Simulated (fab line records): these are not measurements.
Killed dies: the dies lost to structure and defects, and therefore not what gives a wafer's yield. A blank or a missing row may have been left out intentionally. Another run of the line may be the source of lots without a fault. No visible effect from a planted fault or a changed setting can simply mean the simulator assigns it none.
fab line records ; flow sky130
record: lots: 6; wafers: 18; lastDay: 50
route steps=708 shown METAL1@440
lots that met no fault: from a run of the same line without faults
startH: hours from the record's opening day to when the first of the lot's shown wafers began ; waitH: hours since the lot's step before ; " unchanged from the row above ; L1.1+2: one row covering several wafers at once ; - no value, or no start given ; * or withheld: withheld ; < > ~ a bound
route shown NAME@n: NAME is a module with steps in the file, n the number in the route of the first one ; usual: mean/standard deviation of fault-free wafers ; same: alike in all rows ; chamber/n: place in a boat ; sites: each site's reading ; _std_site: their standard deviation ; _edge_site: the outer-site mean with the inner-site mean subtracted ; radiusMm: for every site, how far away it sits from the centre of the wafer ; mask NAME#n: copy n ; behind: the last tool/chamber to shape the wafer ; hold: the reason the lot was held/the length of the hold in hours/how it ended ; device: whichever transistor did not switch (one of n, p or np) ; end of line: tests run on the same wafers once the route is complete ; step lacking rows: just its recipe ; killed: dies lost to structure and defects at the first sort, not the wafer's yield ; map: a wafer's dies, marking killed ones x, the rest . and places with no die _
set.NAME: the setting as run; set.NAME@STEP: as run at that earlier step ; model.NAME: the simulator's own value behind a step, which no gauge read
certain route steps with their lots: each step a table, each wafer a row
services: when a tool's chamber went out of use (startH, in hours from the record's first day, below 0 if earlier), for how many hours, and the reason
== steps ==
step: SKY_METAL1_THK_MEAS_06
recipe: thkMeasGauge: xrf; reads: AlCu_of_METAL1_SPUTTER_02
usual: METAL1_ALCU_THK: 251/3.6
lot.wafer;tool;chamber;startH;waitH;METAL1_ALCU_THK[nm]
L822.1;filmMetro-04;-;752.57;0.1;246
L822.4;filmMetro-04;-;752.57;0.1;240
L822.5;filmMetro-04;-;752.57;0.1;242
L826.1;filmMetro-03;-;780.04;0.1;256
L826.2;filmMetro-03;-;780.04;0.1;257
L826.4;filmMetro-03;-;780.04;0.1;253
L827.2;filmMetro-04;-;787.00;0.1;249
L827.4;filmMetro-04;-;787.00;0.1;251
L827.6;filmMetro-04;-;787.00;0.1;251
L840.1;filmMetro-03;-;894.55;0.1;252
L840.2;filmMetro-03;-;894.55;0.1;257
L840.5;filmMetro-03;-;894.55;0.1;251
L842.4;filmMetro-02;-;895.73;0.1;250
L842.5;filmMetro-02;-;895.73;0.1;256
L842.6;filmMetro-02;-;895.73;0.1;250
L843.1;filmMetro-02;-;903.85;0.1;256
L843.2;filmMetro-02;-;903.85;0.1;252
L843.4;filmMetro-02;-;903.85;0.1;252
step: SKY_METAL1_DEHYDRATE_07
recipe: tempC: 200; timeS: 60
step: SKY_METAL1_HMDS_08
recipe: primeTimeS: 60; primeTempC: 120
step: SKY_METAL1_COAT_09
recipe: resist: BARC; tempC: withheld; timeS: withheld; spinRpm: 3000; resistThkNm: 60
step: SKY_METAL1_COAT_10
recipe: resist: KrF-thick; spinRpm: 3000; resistThkNm: 450
step: SKY_METAL1_SOFTBAKE_11
recipe: tempC: 100; timeS: 87.15; resist: KrF-thick
step: SKY_METAL1_EXPOSE_12
recipe: maskId: MM1; na: 0.8; sourceShape: annular; sigmaInner: 0.55; sigmaOuter: 0.85; targetCdNm: 140; doseMj: 28
step: SKY_METAL1_PEB_13
recipe: pebTempC: withheld; pebTimeS: withheld; resist: KrF-thick
step: SKY_METAL1_DEVELOP_14
recipe: developTimeS: 60; resist: KrF-thick; devTempC: 21
step: SKY_METAL1_CD_MEAS_15
recipe: targetCdNm: 140
usual: cdNm: 139.1/1.6
lot.wafer;tool;chamber;startH;waitH;cdNm
L822.1;cdSem-02;-;779.17;-;135.0
L822.4;cdSem-02;-;779.17;-;134.8
L822.5;cdSem-02;-;779.17;-;137.0
L826.1;cdSem-01;-;806.02;-;139.4
L826.2;cdSem-01;-;806.02;-;137.9
L826.4;cdSem-01;-;806.02;-;137.4
L827.2;cdSem-02;-;812.34;-;141.2
L827.4;cdSem-02;-;812.34;-;141.1
L827.6;cdSem-02;-;812.34;-;140.6
L840.1;cdSem-02;-;920.53;-;136.3
L840.2;cdSem-02;-;920.53;-;137.2
L840.5;cdSem-02;-;920.53;-;135.8
L842.4;cdSem-01;-;921.54;-;139.1
L842.5;cdSem-01;-;921.54;-;139.3
L842.6;cdSem-01;-;921.54;-;138.5
L843.1;cdSem-02;-;928.53;-;138.5
L843.2;cdSem-02;-;928.53;-;138.4
L843.4;cdSem-02;-;928.53;-;138.3
step: SKY_METAL1_OVL_MEAS_16
usual: METAL1_OVL: 3/5.7
lot.wafer;tool;chamber;startH;waitH;METAL1_OVL[nm]
L822.1;overlay-01;-;779.29;0.1;4
L822.4;overlay-01;-;779.29;0.1;2
L822.5;overlay-01;-;779.29;0.1;4
L826.1;overlay-01;-;806.14;0.1;13
L826.2;overlay-01;-;806.14;0.1;11
L826.4;overlay-01;-;806.14;0.1;7
L827.2;overlay-02;-;812.44;0.1;5
L827.4;overlay-02;-;812.44;0.1;6
L827.6;overlay-02;-;812.44;0.1;13
L840.1;overlay-02;-;920.65;0.1;-3
L840.2;overlay-02;-;920.65;0.1;-4
L840.5;overlay-02;-;920.65;0.1;-3
L842.4;overlay-01;-;921.62;0.1;0
L842.5;overlay-01;-;921.62;0.1;9
L842.6;overlay-01;-;921.62;0.1;-7
L843.1;overlay-02;-;928.65;0.1;7
L843.2;overlay-02;-;928.65;0.1;1
L843.4;overlay-02;-;928.65;0.1;5
step: SKY_METAL1_DESCUM_17
recipe: chemistry: O2; sourcePowerW: 150; biasPowerW: 0; pressureMtorr: 10; tempC: 40; timeS: 8
usual: drypumpMotorCurrentA: 5.8/0.38; oesProductAu: 1.000/0.019
lot.wafer;tool;chamber;startH;waitH;drypumpMotorCurrentA;oesProductAu;rfHoursCounterH
L822.1;rieMetal-04;0;779.32;0.0;5.5;0.966;11
L822.4;rieMetal-04;0;779.32;0.0;5.6;0.966;-
L822.5;rieMetal-04;1;779.32;0.0;6.1;0.992;-
L826.1;rieMetal-03;0;806.17;0.0;5.6;0.998;9
L826.2;rieMetal-03;1;806.17;0.0;5.8;1.017;13
L826.4;rieMetal-03;0;806.17;0.0;5.7;0.986;-
L827.2;rieMetal-02;1;812.48;0.0;6.2;1.025;-
L827.4;rieMetal-02;1;812.48;0.0;6.3;1.025;-
L827.6;rieMetal-02;1;812.48;0.0;6.2;1.019;-
L840.1;rieMetal-04;0;920.69;0.0;5.5;0.975;17
L840.2;rieMetal-04;1;920.69;0.0;6.0;0.996;10
L840.5;rieMetal-04;0;920.69;0.0;5.5;0.975;-
L842.4;rieMetal-02;0;921.65;0.0;5.3;0.990;-
L842.5;rieMetal-02;1;921.65;0.0;6.2;1.027;-
L842.6;rieMetal-02;0;921.65;0.0;5.3;0.997;-
L843.1;rieMetal-02;0;928.69;0.0;5.2;0.996;4
L843.2;rieMetal-02;1;928.69;0.0;6.3;1.025;17
L843.4;rieMetal-02;0;928.69;0.0;5.3;0.988;-
step: SKY_METAL1_ETCH_18
recipe: chemistry: N2/H2; target: BARC; ionEnergyEv: 200; biasW: 100; pressureMtorr: 30; n2FlowSccm: 100; h2FlowSccm: 200; icpW: 500; stopOn: SiO2; timeS: 45.9; targetDepthA: 600
usual: biasW: 100.05/0.27; chamberPressureMTorr: 30.002/0.026; drypumpMotorCurrentA: 5.8/0.39; oesProductAu: 0.854/0.0047; throttleValvePct: 13.225/0.0094
lot.wafer;tool;chamber;startH;waitH;biasW;chamberPressureMTorr;drypumpMotorCurrentA;oesProductAu;rfHoursCounterH;throttleValvePct;model.KrF-thick_of_METAL1_COAT_10.thkNm
L822.1;rieMetal-04;0;779.36;0.0;99.80;29.977;5.6;0.859;11;13.223;394.8
L822.4;rieMetal-04;0;779.36;0.0;100.23;30.002;5.6;0.851;-;13.223;393.6
L822.5;rieMetal-04;1;779.36;0.0;99.97;29.975;6.1;0.853;-;13.230;393.9
L826.1;rieMetal-03;0;806.21;0.0;-;-;-;-;-;-;435.6
L826.2;rieMetal-03;1;806.21;0.0;-;-;-;-;-;-;433.8
L826.4;rieMetal-03;0;806.21;0.0;-;-;-;-;-;-;435.9
L827.2;rieMetal-02;1;812.56;0.1;-;-;-;-;-;-;436.7
L827.4;rieMetal-02;1;812.56;0.1;-;-;-;-;-;-;435.9
L827.6;rieMetal-02;1;812.56;0.1;-;-;-;-;-;-;438.2
L840.1;rieMetal-04;0;920.72;0.0;100.27;29.969;5.6;0.860;17;13.231;394.7
L840.2;rieMetal-04;1;920.72;0.0;100.04;29.989;6.1;0.855;10;13.241;391.9
L840.5;rieMetal-04;0;920.72;0.0;99.98;30.073;5.6;0.854;-;13.228;393.6
L842.4;rieMetal-02;0;922.26;0.6;99.94;29.972;5.3;0.851;-;13.228;394
L842.5;rieMetal-02;1;922.26;0.6;99.89;30.000;6.3;0.851;-;13.212;391.6
L842.6;rieMetal-02;0;922.26;0.6;100.11;29.975;5.2;0.857;-;13.218;393.5
L843.1;rieMetal-02;0;928.72;0.0;100.11;30.063;5.2;0.849;4;13.236;395.1
L843.2;rieMetal-02;1;928.72;0.0;100.28;30.016;6.2;0.850;17;13.220;391.3
L843.4;rieMetal-02;0;928.72;0.0;99.68;29.997;5.2;0.856;-;13.209;393.9
step: SKY_METAL1_METAL_ETCH_19
recipe: targetDepthA: 3600; stopOn: SiO2; overEtchFrac: 0.3; timeS: 78; chemistry: Cl2/BCl3; resistSidewallDeg: 88; pressureMtorr: 10; icpW: 900; biasW: 48.5; Cl2_flow_sccm: 60; bcl3FlowSccm: 30
usual: bcl3FlowSccm: 30.00/0.093; biasW: 48.52/0.15; drypumpMotorCurrentA: 5.8/0.38; oesProductAu: 0.852/0.0057; throttleValvePct: 22.264/0.0081
lot.wafer;tool;chamber;startH;waitH;bcl3FlowSccm;biasW;drypumpMotorCurrentA;oesProductAu;rfHoursCounterH;throttleValvePct;model.KrF-thick_of_METAL1_COAT_10.thkNm
L822.1;rieMetal-04;0;779.42;0.0;29.99;48.52;5.6;0.845;11;22.248;171.2
L822.4;rieMetal-04;0;779.42;0.0;30.11;48.38;5.6;0.842;-;22.275;172.4
L822.5;rieMetal-04;1;779.42;0.0;29.98;48.48;6.0;0.851;-;22.272;164.9
L826.1;rieMetal-03;0;806.27;0.0;30.09;48.59;5.7;0.374;9;22.270;206.3
L826.2;rieMetal-03;1;806.27;0.0;29.94;48.41;5.8;0.370;13;22.261;197.4
L826.4;rieMetal-03;0;806.27;0.0;30.13;48.53;5.7;0.375;-;22.277;205.2
L827.2;rieMetal-02;1;812.69;0.1;30.08;48.41;6.3;0.380;-;22.265;194.7
L827.4;rieMetal-02;1;812.69;0.1;30.02;48.44;6.3;0.374;-;22.271;192.5
L827.6;rieMetal-02;1;812.69;0.1;30.07;48.55;6.3;0.373;-;22.258;193.9
L840.1;rieMetal-04;0;920.78;0.0;30.10;48.64;5.6;0.843;17;22.264;169
L840.2;rieMetal-04;1;920.78;0.0;29.93;48.45;6.0;0.859;10;22.278;159.1
L840.5;rieMetal-04;0;920.78;0.0;30.08;48.57;5.6;0.850;-;22.258;167.1
L842.4;rieMetal-02;0;922.33;0.1;30.06;48.40;5.2;0.851;-;22.263;166
L842.5;rieMetal-02;1;922.33;0.1;29.92;48.68;6.3;0.852;-;22.253;152.5
L842.6;rieMetal-02;0;922.33;0.1;30.06;48.60;5.2;0.850;-;22.267;166.9
L843.1;rieMetal-02;0;928.78;0.0;29.95;48.34;5.2;0.853;5;22.271;165.4
L843.2;rieMetal-02;1;928.78;0.0;29.97;48.55;6.3;0.850;17;22.263;149.1
L843.4;rieMetal-02;0;928.78;0.0;29.82;48.47;5.3;0.849;-;22.274;165.7
step: SKY_METAL1_STRIP_20
recipe: chemistry: O2/N2; powerW: 1400; pressureMtorr: 1500; platenTempC: withheld; o2FlowSccm: 3000; n2FlowSccm: 300; overashFraction: 0.5
usual: drypumpMotorCurrentA: 6.1/0.54; oesProductAu: 0.342/0.0065; stripTimeToEndpointS: 2.70/0.091
lot.wafer;tool;chamber;startH;waitH;drypumpMotorCurrentA;oesProductAu;rfHoursCounterH;stripTimeToEndpointS
L822.1;plasmaAsher-01;1;779.51;0.1;6.4;0.352;67;2.83
L822.4;plasmaAsher-01;1;779.51;0.1;6.4;0.353;-;2.83
L822.5;plasmaAsher-01;0;779.51;0.1;5.4;0.347;-;2.77
L826.1;plasmaAsher-01;0;806.36;0.1;5.4;0.364;70;3.19
L826.2;plasmaAsher-01;1;806.36;0.1;6.4;0.361;70;3.13
L826.4;plasmaAsher-01;0;806.36;0.1;5.4;0.367;-;3.21
L827.2;plasmaAsher-04;0;812.84;0.1;6.5;0.365;99;3.08
L827.4;plasmaAsher-04;1;812.84;0.1;5.7;0.354;-;3.07
L827.6;plasmaAsher-04;1;812.84;0.1;5.8;0.363;-;3.07
L840.1;plasmaAsher-01;1;920.87;0.1;6.4;0.343;81;2.81
L840.2;plasmaAsher-01;0;920.87;0.1;5.4;0.342;81;2.71
L840.5;plasmaAsher-01;1;920.87;0.1;6.4;0.352;-;2.78
L842.4;plasmaAsher-02;1;922.43;0.1;5.5;0.337;-;2.76
L842.5;plasmaAsher-02;1;922.43;0.1;5.5;0.335;-;2.62
L842.6;plasmaAsher-02;0;922.43;0.1;6.8;0.352;-;2.78
L843.1;plasmaAsher-01;0;928.87;0.1;5.4;0.351;82;2.76
L843.2;plasmaAsher-01;1;928.87;0.1;6.4;0.343;82;2.58
L843.4;plasmaAsher-01;1;928.87;0.1;6.4;0.341;-;2.77
step: SKY_METAL1_STRIP_21
recipe: chemistry: postEtchResidueRemover; timeS: 1200; tempC: 72.5
== services ==
tool;chamber;startH;hours;kind
rieMetal-03;-;770.61;0.8;repair
rieMetal-03;1;792.09;3.0;repair
rieMetal-02;0;804.03;-;clean
rieMetal-02;0;804.03;21.4;scheduledDown
rieMetal-02;0;804.03;21.4;ventCycle
plasmaAsher-01;-;810.95;2.6;repair
plasmaAsher-04;-;855.31;5.0;repair
plasmaAsher-01;-;858.51;0.8;repair
plasmaAsher-01;-;866.78;2.3;repair
rieMetal-03;1;879.77;-;clean
rieMetal-03;1;879.77;19.4;scheduledDown
rieMetal-03;1;879.77;19.4;ventCycle
rieMetal-04;-;888.36;0.8;repair
rieMetal-03;1;900.15;13.4;repair
rieMetal-03;0;909.25;1.6;repair
== key ==
firstSign: step: SKY_METAL1_ETCH_18; reading: toolRecord; direction: missing
effect: step: SKY_METAL1_METAL_ETCH_19; reading: oesProductAu; direction: down; sigmas: 83; usual: 0.852; struck: 0.374
effect: step: SKY_METAL1_STRIP_20; reading: stripTimeToEndpointS; direction: up; sigmas: 4.7; usual: *; struck: *
modelEffect: step: SKY_METAL1_ETCH_18; value: KrF-thick_of_METAL1_COAT_10.thkNm; without: 392.2; struck: 436
modelEffect: step: SKY_METAL1_METAL_ETCH_19; value: KrF-thick_of_METAL1_COAT_10.thkNm; without: 154.5; struck: 198.3
metAt SKY_METAL1_ETCH_18
struckWafers L826.1,L826.2,L826.4,L827.2,L827.4,L827.6
laterRowsLeftOut L826.1,L826.2,L826.4,L827.2,L827.4,L827.6
sortLeftOut L826.1,L826.2,L826.4,L827.2,L827.4,L827.6
fault: kind: skippedStepWhole; tool: rieMetal-02,rieMetal-03; chamber: -; onsetH: 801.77; steps: SKY_METAL1_ETCH_18; scope: struckLotsOnly
sortLeftOut: the simulated sort isn't trusted on such a fault, so these wafers' sort isn't shown, and their yield isn't known
laterRowsLeftOut: the simulator's readings of these wafers behind a module that went badly wrong aren't trusted and aren't shown, but for the sort
